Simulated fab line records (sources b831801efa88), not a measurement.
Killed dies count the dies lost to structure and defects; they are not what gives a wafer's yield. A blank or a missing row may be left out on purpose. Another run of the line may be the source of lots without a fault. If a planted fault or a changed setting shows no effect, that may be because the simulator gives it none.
Shared-tool check | flow sky130 | Lots sampled 12, wafers sampled 36

== WHY THIS WAS OPENED ==
Of 12 lots, 2 have the reading LDD_HVN_TW flagged at SKY_LDD_HVN_TW_MEAS_10. No-fault wafers: 1441, standard deviation 14.
Rule: a lot is flagged in two cases, either no wafer of it has a number, or all its wafers with numbers fall more than 4 standard deviations from that mean. The rest of the lots are taken to be sound.

lot  | measured     | on            | LDD_HVN_TW, wafer by wafer | flag
L650 | day 22 17:19 | film_metro-04 | 1432 1431 1431             |
L651 | day 22 20:28 | film_metro-02 | 1468 1459 1467             |
L653 | day 23 01:06 | film_metro-02 | 1458 1458 1456             |
L656 | day 23 03:44 | film_metro-03 | 1430 1433 1421             |
L657 | day 23 04:22 | film_metro-03 | 1427 1437 1436             |
L659 | day 23 09:28 | film_metro-03 | 1429 1436 1431             |
L661 | day 29 02:58 | film_metro-02 | 1467 1454 1446             |
L666 | day 29 19:33 | film_metro-03 | 1282 1282 1286             | FLAGGED
L665 | day 29 20:34 | film_metro-03 | 1288 1290 1291             | FLAGGED
L668 | day 30 04:28 | film_metro-04 | 1437 1437 1428             |
L670 | day 30 05:01 | film_metro-02 | 1465 1456 1455             |
L669 | day 30 06:31 | film_metro-03 | 1427 1429 1420             |
The numbers of the flagged lots are 1286 on average: -154 against the usual, or -11 standard deviations.

== EACH LOT AND THE TOOL IT RAN ON ==
The record holds 2 process steps before the reading, out of a route of 708 steps. In each cell: the tool, then ch and the chambers that the sampled wafers went through, then the start.
lot  | flag    | SKY_LDD_HVN_IMPLANT_08          | SKY_LDD_HVN_STRIP_09
L650 |         | implanter-04 ch 0, day 22 17:05 | plasma_asher-04 ch 0,1, day 22 17:12
L651 |         | implanter-01 ch 0, day 22 20:14 | plasma_asher-02 ch 0,1, day 22 20:21
L653 |         | implanter-03 ch 0, day 23 00:51 | plasma_asher-02 ch 0,1, day 23 01:00
L656 |         | implanter-01 ch 0, day 23 03:30 | plasma_asher-03 ch 0, day 23 03:38
L657 |         | implanter-03 ch 0, day 23 04:07 | plasma_asher-04 ch 0,1, day 23 04:16
L659 |         | implanter-03 ch 0, day 23 09:14 | plasma_asher-03 ch 0,1, day 23 09:21
L661 |         | implanter-01 ch 0, day 29 02:44 | plasma_asher-04 ch 1, day 29 02:52
L666 | FLAGGED | implanter-01 ch 0, day 29 19:18 | plasma_asher-03 ch 0,1, day 29 19:27
L665 | FLAGGED | implanter-01 ch 0, day 29 20:19 | plasma_asher-04 ch 0,1, day 29 20:28
L668 |         | implanter-04 ch 0, day 30 04:15 | plasma_asher-04 ch 0,1, day 30 04:22
L670 |         | implanter-03 ch 0, day 30 04:46 | plasma_asher-03 ch 0,1, day 30 04:55
L669 |         | implanter-03 ch 0, day 30 06:16 | plasma_asher-03 ch 0,1, day 30 06:25
What these steps do:
- SKY_LDD_HVN_IMPLANT_08
- SKY_LDD_HVN_STRIP_09: strips in O2/N2.
- SKY_LDD_HVN_TW_MEAS_10

== FLAGGED AGAINST TOTAL, ONE TOOL AT A TIME (gauges that did the reading follow at the end) ==
step                   | tool            | lots run | flagged | share of the flagged lots | sound lots run after its first flagged lot
SKY_LDD_HVN_IMPLANT_08 | implanter-01    | 5        | 2       | all                       | 0
SKY_LDD_HVN_IMPLANT_08 | implanter-03    | 5        | 0       | none                      | -
SKY_LDD_HVN_IMPLANT_08 | implanter-04    | 2        | 0       | none                      | -
SKY_LDD_HVN_STRIP_09   | plasma_asher-02 | 2        | 0       | none                      | -
SKY_LDD_HVN_STRIP_09   | plasma_asher-03 | 5        | 1       | some                      | 2 (L670,L669)
SKY_LDD_HVN_STRIP_09   | plasma_asher-04 | 5        | 1       | some                      | 1 (L668)
SKY_LDD_HVN_TW_MEAS_10 | film_metro-02   | 4        | 0       | none                      | -
SKY_LDD_HVN_TW_MEAS_10 | film_metro-03   | 6        | 2       | all                       | 1 (L669)
SKY_LDD_HVN_TW_MEAS_10 | film_metro-04   | 2        | 0       | none                      | -

== WHAT IS ALLOWED BY THE TABLE ==
Table rows that saw every flagged lot: 2, namely implanter-01 at SKY_LDD_HVN_IMPLANT_08 and film_metro-03 at SKY_LDD_HVN_TW_MEAS_10.
- implanter-01 at SKY_LDD_HVN_IMPLANT_08: 2 of its 5 lots flagged. It ran its last sound lot, L661, at day 29 02:44 and its first flagged lot, L666, at day 29 19:18: a fault with its onset between the two fits. Its own readings (beam_energy_keV) fall more than 4 standard deviations out on all wafers of the flagged lots.
- film_metro-03 at SKY_LDD_HVN_TW_MEAS_10: 2 of its 6 lots flagged. Sound lots followed the first flagged one (L669) on it, something a lasting fault affecting the whole tool could not allow.
Left over: one tool, implanter-01 at SKY_LDD_HVN_IMPLANT_08.

== WHAT WAS PUT IN BY THE SIMULATOR ==
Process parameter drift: implanter-01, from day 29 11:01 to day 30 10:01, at SKY_LDD_HVN_IMPLANT_08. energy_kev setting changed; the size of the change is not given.
Struck lots among those shown: L666, L665. The same result came from the rule above.
